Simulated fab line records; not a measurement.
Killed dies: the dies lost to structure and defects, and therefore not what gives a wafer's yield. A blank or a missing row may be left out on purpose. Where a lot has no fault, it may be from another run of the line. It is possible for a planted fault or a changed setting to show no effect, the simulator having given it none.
Matching of chambers | flow sky130 | SKY_VIA2_CMP_24 on cmp-02 has 4 sister chambers
The step polishes, stops on SiO2, t overpolish 20 s, target thk 0 nm. 8 wafers are shown with their chamber, then 8 later ones without.

## WAFERS, EACH WITH ITS CHAMBER
wafer  | chamber | motor-current-A (A) | time-to-endpoint-s (s)
L998.4 | 1       | 9.9                 | 105
L999.2 | 1       | 9.6                 | 103
L999.5 | 3       | 13.0                | 104
L100.3 | 3       | 12.5                | 99
L100.5 | 2       | 13.8                | 93
L101.3 | 2       | 14.1                | 95
L101.5 | 0       | 10.6                | 91
L103.3 | 0       | 10.9                | 89

## WAFERS WITH NO CHAMBER GIVEN
wafer  | motor-current-A (A) | time-to-endpoint-s (s)
L103.4 | 14.8                | 96
L103.5 | 13.1                | 104
L115.1 | 10.7                | 96
L115.2 | 12.4                | 108
L115.4 | 9.1                 | 108
L120.2 | 14.4                | 95
L120.3 | 9.5                 | 103
L120.4 | 10.8                | 90

## CHAMBER TAKEN BY EACH
wafer  | from the rows above | in truth
L103.4 | 2                   | 2
L103.5 | 3                   | 3
L115.1 | 0                   | 0
L115.2 | 3                   | 3
L115.4 | 1                   | 1
L120.2 | 2                   | 2
L120.3 | 1                   | 1
L120.4 | 0                   | 0
Correct placement for 8 of the 8. Not placeable from these rows: 0. Wrongly placed: 0.
How it was worked out, from the rows above alone: a wafer's distance from a chamber is the root of the sum, over the readings, of the square of ((its reading less the chamber's mean) divided by the reading's scatter). If the next closest chamber is less than 2 further off than the closest, the wafer can't be placed; otherwise it belongs to the closest. The mean given for a chamber averages the wafers shown for that chamber. The scatter is the square root of a quotient: the sum, over the shown wafers, of each reading's squared deviation from its chamber's mean, divided by wafers minus chambers.
